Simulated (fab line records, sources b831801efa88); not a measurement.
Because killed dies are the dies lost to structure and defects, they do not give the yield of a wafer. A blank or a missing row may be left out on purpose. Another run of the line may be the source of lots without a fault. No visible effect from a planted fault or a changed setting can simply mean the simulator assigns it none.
Problem report in the 8D (eight disciplines) form, filled by code ; flow sky130 ; the parts of the form that need people (team, actions taken, sign-off) are left out

## 1. THE PROBLEM
spin speed rpm at SKY_POLY_CUT_COAT_02 reads a mean of 2756.9 rpm on 6 wafers of 2 lots; wafers without a fault read 3000.0 rpm with a standard deviation of 2.2. That is -99 or more standard deviations from the usual mean.
The step: resist thk 60 nm.
First observed at day 28 05:37: wafer L561.2, on litho track-02. The record holds 36 wafers of 12 lots with a number at this step. By rule, "out" or "out of limits" means more than 4 standard deviations away from the usual mean. The other wafers with a number count as sound.

## 2. WHAT IT IS; WHAT IT IS NOT
question;is;is not
which readings at this step;spin speed rpm;-
which lots;L561, L564;L548, L550, L551, L553, L555, L559, L560, L562, L563, L569
which wafers of those lots;all that have a number;-
read on which tools;litho track-02;litho track-03, litho track-04
when;from day 28 05:37;"up to then (21 sound wafers); but 9 sound wafers of L562, L563, L569 came after"

## 3. SUSPECTS, AND WHAT RULES EACH OUT
Counting: any tool at a process step up to the reading is kept as a suspect provided that every lot that is out went through it and no sound lot did after the first of them.
- litho track-02 at SKY_POLY_CUT_COAT_02 (resist thk 60 nm): kept. It processed each lot that is out, first L561 at day 28 05:37, and no sound lot thereafter; up to then, the last sound lot it processed was L560 at day 27 20:11. Its own spin speed rpm readings are out on those wafers.
Remaining after the count: litho track-02 at SKY_POLY_CUT_COAT_02.

## 4. THE CAUSE (what the simulator had put in)
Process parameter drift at SKY_POLY_CUT_COAT_02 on litho track-02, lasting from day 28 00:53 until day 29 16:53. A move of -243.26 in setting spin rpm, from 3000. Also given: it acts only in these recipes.
Counting left only this tool.

## 5. THE CHAIN OF EFFECTS, in route order
Each row: a reading whose mean over the struck wafers that have a number lies more than 3 standard deviations from the usual. Readings are gone through only where the record gives a usual standard deviation; hours: the median, over the lots, of the time from a lot's start at the first step in this table giving one to that lot's start at this step; sigmas: the change measured in usual standard deviations.
hours;step;reading;usual;on struck wafers;change;sigmas
0;SKY_POLY_CUT_COAT_02;spin speed rpm;3000.0 rpm;2756.9;-243.1;-99 or more
14;SKY_POLY_CUT_ETCH_10;oes product au;0.854 a.u.;0.871;+0.017;+3.5
Process steps it contains:
- SKY_POLY_CUT_COAT_02: resist thk 60 nm.
- SKY_POLY_CUT_ETCH_10: etches BARC in N2/H2, stops on SiO2, time 45.9 s, target depth 60 nm.
At these later measuring or inspecting steps, every struck wafer for which the step has a row has a number for every such reading, and none has moved that far: SKY_SD_P_TW_MEAS_11.

## 6. WHAT WOULD HAVE CAUGHT IT SOONER
First out-of-limits reading in this record: day 28 05:37, which is 5 hours after fault onset at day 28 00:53.
